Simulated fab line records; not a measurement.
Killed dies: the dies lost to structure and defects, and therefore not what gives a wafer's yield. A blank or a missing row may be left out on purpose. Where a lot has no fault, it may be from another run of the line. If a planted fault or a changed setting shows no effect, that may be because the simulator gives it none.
What tool caused it? + flow gf180mcu + 12 lots, 36 wafers sampled, at 2 steps of a route of 602

WHAT THE GAUGES READ, wafer by wafer
GF_V5_RS_MEAS_24: measurement is done with a four-point probe.
| lot  | measured     | on            | V5_W_RS (ohm/sq)  |
|------|--------------|---------------|-------------------|
| L621 | day 27 14:11 | film-metro-01 | 0.332 0.330 0.330 |
| L622 | day 27 17:32 | film-metro-01 | 0.327 0.323 0.324 |
| L623 | day 28 06:38 | film-metro-04 | 0.324 0.323 0.329 |
| L624 | day 28 12:49 | film-metro-02 | 0.324 0.321 0.331 |
| L625 | day 28 18:57 | film-metro-04 | 0.327 0.327 0.325 |
| L627 | day 29 09:40 | film-metro-02 | 0.324 0.325 0.325 |
| L628 | day 29 11:22 | film-metro-01 | 0.321 0.328 0.324 |
| L632 | day 30 22:17 | film-metro-02 | 0.337 0.333 0.336 |
| L633 | day 31 10:30 | film-metro-04 | 0.333 0.331 0.329 |
| L636 | day 32 02:57 | film-metro-01 | 0.336 0.332 0.337 |
| L640 | day 32 22:37 | film-metro-02 | 0.328 0.330 0.330 |
| L641 | day 33 04:16 | film-metro-04 | 0.330 0.333 0.332 |

WHAT TOOL EACH LOT RAN ON (gives the tool, then ch and the chambers of the sampled wafers, and finally the start)
| lot  | GF_V5_ETCH_16                      |
|------|------------------------------------|
| L621 | rie-diel-02 ch 2,3, day 27 13:14   |
| L622 | rie-diel-03 ch 1,2,3, day 27 16:38 |
| L623 | rie-diel-01 ch 1,2,3, day 28 05:20 |
| L624 | rie-diel-01 ch 0,2,3, day 28 11:48 |
| L625 | rie-diel-01 ch 2,3, day 28 17:56   |
| L627 | rie-diel-01 ch 2,3, day 29 07:17   |
| L628 | rie-diel-02 ch 0,3, day 29 10:21   |
| L632 | rie-diel-02 ch 1,2, day 30 21:20   |
| L633 | rie-diel-02 ch 0,1,3, day 31 09:35 |
| L636 | rie-diel-03 ch 1,2, day 32 02:03   |
| L640 | rie-diel-02 ch 0,2, day 32 21:41   |
| L641 | rie-diel-02 ch 0,1, day 33 03:20   |
- GF_V5_ETCH_16: etches BARC in N2/H2.

WHAT THE TOOLS THEMSELVES READ (means of the sampled wafers that have a number; where no wafer has one, the mark that the record gives instead)
GF_V5_ETCH_16.
| lot  | tool        | chamber-pressure-mTorr (mTorr) | drypump-motor-current-A (A) | oes-product-au (a.u.) | throttle-valve-pct (%) |
|------|-------------|--------------------------------|-----------------------------|-----------------------|------------------------|
| L621 | rie-diel-02 | 29.985                         | 6.2                         | 0.856                 | 13.223                 |
| L622 | rie-diel-03 | 30.013                         | 6.1                         | 0.853                 | 13.226                 |
| L623 | rie-diel-01 | 30.029                         | 6.2                         | 0.852                 | 13.221                 |
| L624 | rie-diel-01 | 30.005                         | 5.9                         | 0.856                 | 13.228                 |
| L625 | rie-diel-01 | 29.983                         | 6.0                         | 0.857                 | 13.225                 |
| L627 | rie-diel-01 | 30.010                         | 5.9                         | 0.855                 | 13.220                 |
| L628 | rie-diel-02 | 29.997                         | 5.8                         | 0.857                 | 13.214                 |
| L632 | rie-diel-02 | 30.015                         | 6.0                         | 0.851                 | 13.225                 |
| L633 | rie-diel-02 | 30.006                         | 5.8                         | 0.854                 | 13.225                 |
| L636 | rie-diel-03 | 30.000                         | 6.0                         | 0.853                 | 13.226                 |
| L640 | rie-diel-02 | 30.000                         | 5.8                         | 0.857                 | 13.232                 |
| L641 | rie-diel-02 | 29.994                         | 5.6                         | 0.861                 | 13.218                 |

THE ANSWER, worked out from the rows above alone
Rule: what is usual is taken from the lots themselves. The widest of any qualifying gaps counts: lots, ordered by their means at a reading, are off when they make up no more than a third of the lots, leave a main group of 4 or more, and stand apart from it by 3 or more times the standard deviation of that group's means. A main group is skipped when, at the precision printed for the reading in the tables above, its means are all equal. A lot without any number at a reading at which 4 lots or more have one is off too. All remaining lots with rows at the step are treated as sound. First the gauges in route order, then the tools' own readings, where a lot's mean is used as printed above. At the first step where some lot is off, the reading lying furthest off is the one used; lots without a number count as furthest.
No lot is off on any of the readings shown, so nothing can be concluded from this.

WHAT WAS PUT IN BY THE SIMULATOR
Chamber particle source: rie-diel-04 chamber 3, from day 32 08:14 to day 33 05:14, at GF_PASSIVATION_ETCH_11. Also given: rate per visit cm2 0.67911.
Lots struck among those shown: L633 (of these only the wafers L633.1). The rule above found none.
